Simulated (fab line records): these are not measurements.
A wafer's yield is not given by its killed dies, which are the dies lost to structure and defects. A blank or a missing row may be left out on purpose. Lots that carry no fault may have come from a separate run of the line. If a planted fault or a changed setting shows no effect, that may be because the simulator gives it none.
Which tool is to blame? | flow sky130 | 7 lots, 21 wafers sampled, at 2 steps of a route of 708

== WHAT THE GAUGES READ, wafer by wafer ==
SKY_POLY_GATE_CD_MEAS_22.
lot  | measured     | on        | cd_nm (nm)
L237 | day 16 12:39 | cd_sem-02 | 149.2 151.4 147.6
L241 | day 18 02:37 | cd_sem-01 | 148.3 149.6 149.3
L243 | day 19 05:50 | cd_sem-01 | 150.7 151.1 149.9
L245 | day 20 06:32 | cd_sem-01 | 150.3 151.2 150.1
L247 | day 21 12:38 | cd_sem-02 | 147.6 149.5 146.8
L249 | day 22 09:48 | cd_sem-02 | 150.3 149.7 150.3
L258 | day 24 13:29 | cd_sem-02 | 150.5 150.0 151.7

== WHAT TOOL EACH LOT RAN ON (gives the tool, then ch and the chambers of the sampled wafers, and finally the start) ==
lot  | SKY_FIELD_ISO_CMP_27
L237 | cmp-01 ch 0,1,3, day 2 15:59
L241 | cmp-02 ch 0,1,3, day 3 11:18
L243 | cmp-01 ch 0,1,3, day 3 21:35
L245 | cmp-02 ch 0,1,2, day 4 10:56
L247 | cmp-01 ch 0,1, day 5 02:30
L249 | cmp-01 ch 0,1,2, day 5 19:05
L258 | cmp-02 ch 0,1,3, day 7 03:12
- SKY_FIELD_ISO_CMP_27: polishes, stops on Si3N4, t overpolish 16 s, target thk 457.8 nm.

== THE ANSWER, worked out from the rows above alone ==
Rule: the usual values come from the lots themselves. The widest of any qualifying gaps counts: lots, ordered by their means at a reading, are off when they make up no more than a third of the lots, leave a main group of 4 or more, and stand apart from it by 3 or more times the standard deviation of that group's means. Not used: any main group whose means are identical at the precision the tables above print for the reading. A lot without any number at a reading at which 4 lots or more have one is off too. Where the step has rows for the other lots, those lots are counted as sound.
None of the lots is off at any reading shown; this tells nothing.

== WHAT THE SIMULATOR HAD PUT IN ==
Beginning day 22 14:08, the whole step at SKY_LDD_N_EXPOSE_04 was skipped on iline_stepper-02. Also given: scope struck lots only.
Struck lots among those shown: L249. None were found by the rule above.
